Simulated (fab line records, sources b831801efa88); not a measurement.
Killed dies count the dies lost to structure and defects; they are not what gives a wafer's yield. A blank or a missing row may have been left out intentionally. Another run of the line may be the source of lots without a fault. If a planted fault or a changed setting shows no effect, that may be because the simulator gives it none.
Struck lot and sound lot, side by side + flow sky130 + 17 steps out of a route of 708
Sound: the wafers L354.1, L354.2, L354.3. Wafers L357.1, L357.3, L357.4 were the ones struck. At the end, the cause is stated.
For every step that has rows: the tool of each side, followed by ch and its chambers, followed by its first start. Under that, the readings that differ: sound wafers + struck wafers + difference of the means + sigmas: that difference in standard deviations of wafers without a fault.
alike: readings whose means differ by less than 2 such deviations, and words and numbers that are the same on both sides. not compared: withheld readings, readings that some wafer has no value for, bounds like >300 that may hide the same value, and numbers for which the record gives no deviation and whose values overlap.
Wherever a step has rows on one side only, a row that says differs or no value, or a row with sigmas, the two part there. Numbers that don't overlap but have no deviation are shown without sigmas and don't part them. Lack of a reading on every wafer of one side parts them only where that side has two or more wafers.

first, 3 steps without rows for these wafers: SKY_VIA3_EXPOSE_09 (exposes mask VIM3, target cd 200 nm); SKY_VIA3_PEB_10; SKY_VIA3_DEVELOP_11 (develop time 60 s).
SKY_VIA3_CD_MEAS_12: the cd target is 200 nm.
  sound on cd_sem-01, day 40 08:31; struck on cd_sem-02, day 42 02:09
| reading    | sound             | struck            | difference | sigmas |
|------------|-------------------|-------------------|------------|--------|
| cd_nm (nm) | 200.7 200.6 202.0 | 205.0 204.1 204.0 | +3.3       | +3     |
SKY_VIA3_OVL_MEAS_13:
  sound on overlay-02, day 40 08:38; struck on overlay-02, day 42 02:16
  alike: VIA3_OVL
SKY_VIA3_ETCH_14: etches BARC in N2/H2, stops on SiO2, time 45.9 s, target depth 60 nm.
  sound on rie_diel-03 ch 0,1,2, day 40 08:40; struck on rie_diel-01 ch 0,1,2, day 42 02:19
  alike: drypump_motor_current_A, oes_product_au, throttle_valve_pct
  not compared: rf_hours_counter_h
SKY_VIA3_ETCH_15: etches SiO2 in C4F8/O2/Ar, stops on TiN, target depth 507 nm, time 78 s.
  sound on rie_diel-03 ch 0,1,2, day 40 08:42; struck on rie_diel-01 ch 0,1,2, day 42 02:21
  alike: oes_product_au
  not compared: rf_hours_counter_h
SKY_VIA3_STRIP_16: strips in O2/N2.
  sound on plasma_asher-02 ch 0,1, day 40 08:46; struck on plasma_asher-04 ch 0,1, day 42 02:25
  alike: drypump_motor_current_A, oes_product_au, strip_time_to_endpoint_s
  not compared: rf_hours_counter_h
then, 3 steps without rows for these wafers: SKY_VIA3_STRIP_17 (strips in post etch residue remover, time 1200 s); SKY_VIA3_CLEAN_18 (cleans in IPA, time 180 s); SKY_VIA3_CLEAN_19 (cleans in O3/DIW).
SKY_VIA3_SPUTTER_20: material TiN, target thk 20 nm, time 80 s.
  sound on pvd_sputter-01, day 40 09:24; struck on pvd_sputter-02, day 42 03:05
  alike: cathode_dc_power_W, throttle_valve_pct
SKY_VIA3_CVD_21: deposits W, target thk 390 nm, time 117.31 s.
  sound on cvd_w-02 ch 0,1, day 40 09:28; struck on cvd_w-01 ch 0,1, day 42 03:09
  no value came back on the struck wafers for chamber_pressure_Torr (Torr), heater_power_outer_w (W), heater_power_w (W); on the sound wafers chamber_pressure_Torr (Torr) reads 40.03 40.16 40.10
  not compared: since_wet_clean_h
SKY_VIA3_RS_MEAS_22: measures by four-point-probe.
  sound on film_metro-02, day 40 09:35; struck on film_metro-03, day 42 03:16
| reading            | sound             | struck               | difference | sigmas      |
|--------------------|-------------------|----------------------|------------|-------------|
| VIA3_W_RS (ohm/sq) | 0.296 0.298 0.297 | 58.879 58.150 58.479 | +58.206    | +99 or more |
SKY_VIA3_THK_MEAS_23: measures by xrf.
  sound on film_metro-02, day 40 09:42; struck on film_metro-03, day 42 03:23
  not compared: VIA3_W_THK
SKY_VIA3_CMP_24: polishes, stops on SiO2, t overpolish 20 s, target thk 0 nm.
  sound on cmp-01 ch 1,2,3, day 40 09:46; struck on cmp-01 ch 0,1,3, day 42 03:30
| reading                | sound    | struck | difference | sigmas |
|------------------------|----------|--------|------------|--------|
| time_to_endpoint_s (s) | 89 96 93 | 1 5 8  | -88        | -23    |
  alike: motor_current_A
-- the record jumps here: 6 days lie between the struck wafers' starts before and after (it left off in module VIA3 and takes up again in module PAD_OPEN, whose first step shown is number 708 of the route) --
SKY_PAD_OPEN_PROBE_99:
  sound on prober-01, day 46 08:50; struck on prober-01, day 47 20:51
| reading                  | sound          | struck         | difference | sigmas |
|--------------------------|----------------|----------------|------------|--------|
| defect_limited_yield (%) | 82.1 81.1 82.7 | 0 0 0          | -82        | -43    |
| killed_at_M0_to_M3       | 45 38 41       | 442 443 452    | +404       | +57    |
| killed_dies              | 88 93 85       | 492 492 492    | +403       | +42    |
| killed_on_rim            | 19 15 20       | 96 96 96       | +78        | +21    |
| sort_bin_5_function (%)  | 10.0 8.7 10.6  | 91.7 93.1 92.1 | +82.5      | +55    |
| sort_n_pass              | 404 399 407    | 0 0 0          | -403       | -42    |
| sort_yield_pct (%)       | 82.1 81.1 82.7 | 0 0 0          | -82        | -43    |
  alike: killed_at_M4_up, killed_at_contacts, killed_at_front_end, killed_at_other, killed_open, killed_short, sort_bin_3_pad_short, sort_bin_6_memory

WHERE THEY PART
First at SKY_VIA3_CD_MEAS_12; last, within this record, at SKY_PAD_OPEN_PROBE_99.

WHY: whatever the simulator had introduced
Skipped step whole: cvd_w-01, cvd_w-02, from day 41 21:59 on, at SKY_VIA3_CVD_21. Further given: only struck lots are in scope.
